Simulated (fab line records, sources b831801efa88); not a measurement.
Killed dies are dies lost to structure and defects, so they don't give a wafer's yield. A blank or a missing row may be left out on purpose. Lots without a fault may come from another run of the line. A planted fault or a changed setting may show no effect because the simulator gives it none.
Which tool did it? | flow gf180mcu | 12 lots, 36 wafers sampled, at 2 steps of a route of 602

WHAT THE GAUGES READ, wafer by wafer
GF_V1_THK_MEAS_03. Usual: V1_CVD_02_THK 847 nm, standard deviation 12.
lot  | measured     | on            | V1_CVD_02_THK (nm) | flag
L898 | day 17 02:41 | film_metro-02 | 840 869 855        |
L900 | day 17 17:35 | film_metro-03 | 839 858 849        |
L901 | day 18 00:58 | film_metro-03 | 859 858 864        |
L903 | day 19 05:33 | film_metro-03 | 843 858 872        |
L904 | day 19 13:38 | film_metro-02 | 868 871 857        |
L906 | day 20 05:11 | film_metro-02 | 861 835 829        |
L907 | day 20 12:52 | film_metro-03 | 838 846 840        |
L908 | day 21 03:28 | film_metro-04 | 821 836 840        |
L909 | day 21 19:51 | film_metro-04 | 818 847 844        |
L913 | day 23 00:58 | film_metro-03 | 847 847 846        |
L918 | day 24 07:24 | film_metro-03 | 840 852 852        |
L921 | day 25 02:56 | film_metro-02 | 839 853 860        |

WHICH TOOL RAN EACH LOT (tool, then ch and the chambers of the sampled wafers, then the start)
lot  | GF_M1_STRIP_17
L898 | plasma_asher-04 ch 0,1, day 17 01:58
L900 | plasma_asher-03 ch 0,1, day 17 16:46
L901 | plasma_asher-02 ch 0,1, day 18 00:13
L903 | plasma_asher-04 ch 0,1, day 19 04:44
L904 | plasma_asher-02 ch 0,1, day 19 12:34
L906 | plasma_asher-03 ch 0,1, day 20 04:25
L907 | plasma_asher-02 ch 0,1, day 20 12:08
L908 | plasma_asher-03 ch 0,1, day 21 02:42
L909 | plasma_asher-02 ch 0,1, day 21 19:06
L913 | plasma_asher-03 ch 0,1, day 23 00:12
L918 | plasma_asher-02 ch 0,1, day 24 06:36
L921 | plasma_asher-03 ch 0,1, day 25 02:12
- GF_M1_STRIP_17: strips in O2/N2.

WHAT THE TOOLS THEMSELVES READ (means of the sampled wafers that have a number; where no wafer has one, the mark that the record gives instead)
GF_M1_STRIP_17. Usual: drypump_motor_current_A 6.0 A, standard deviation 0.44; heater_power_w 352 W, standard deviation 37; oes_product_au 0.561 a.u., standard deviation 0.005; strip_time_to_endpoint_s 7.96 s, standard deviation 0.051.
lot  | tool            | drypump_motor_current_A (A) | heater_power_w (W) | oes_product_au (a.u.) | strip_time_to_endpoint_s (s) | flag
L898 | plasma_asher-04 | 6.2                         | 321                | 0.560                 | 7.90                         |
L900 | plasma_asher-03 | 5.5                         | 346                | 0.563                 | 7.95                         |
L901 | plasma_asher-02 | 6.2                         | 404                | 0.558                 | 7.96                         |
L903 | plasma_asher-04 | 6.1                         | 319                | 0.558                 | 7.98                         |
L904 | plasma_asher-02 | 6.2                         | 403                | 0.564                 | 7.99                         |
L906 | plasma_asher-03 | 5.5                         | 342                | 0.562                 | 7.90                         |
L907 | plasma_asher-02 | 6.2                         | 407                | 0.565                 | 8.00                         |
L908 | plasma_asher-03 | 5.8                         | 331                | 0.562                 | 7.98                         |
L909 | plasma_asher-02 | 6.2                         | 400                | 0.561                 | 7.97                         |
L913 | plasma_asher-03 | 5.8                         | 331                | 0.556                 | 8.02                         |
L918 | plasma_asher-02 | 6.4                         | 403                | 0.553                 | 7.90                         |
L921 | plasma_asher-03 | 5.5                         | 338                | 0.568                 | 8.02                         |

THE ANSWER, worked out from the rows above alone
Rule: a lot is off if the mean of its wafers that have a number lies more than 3 standard deviations from the usual mean. A lot without any number at a reading at which 4 lots or more have one is off too. The other lots that the step has rows for count as sound. The gauges are gone through in route order, then the tools' own readings, and for those a lot's mean is taken as printed above. The first step at which some lot is off is used, and at that step the reading that is off furthest; a lot without a number counts as furthest.
No lot is off at any reading shown: from this, nothing can be told.

WHAT THE SIMULATOR HAD PUT IN
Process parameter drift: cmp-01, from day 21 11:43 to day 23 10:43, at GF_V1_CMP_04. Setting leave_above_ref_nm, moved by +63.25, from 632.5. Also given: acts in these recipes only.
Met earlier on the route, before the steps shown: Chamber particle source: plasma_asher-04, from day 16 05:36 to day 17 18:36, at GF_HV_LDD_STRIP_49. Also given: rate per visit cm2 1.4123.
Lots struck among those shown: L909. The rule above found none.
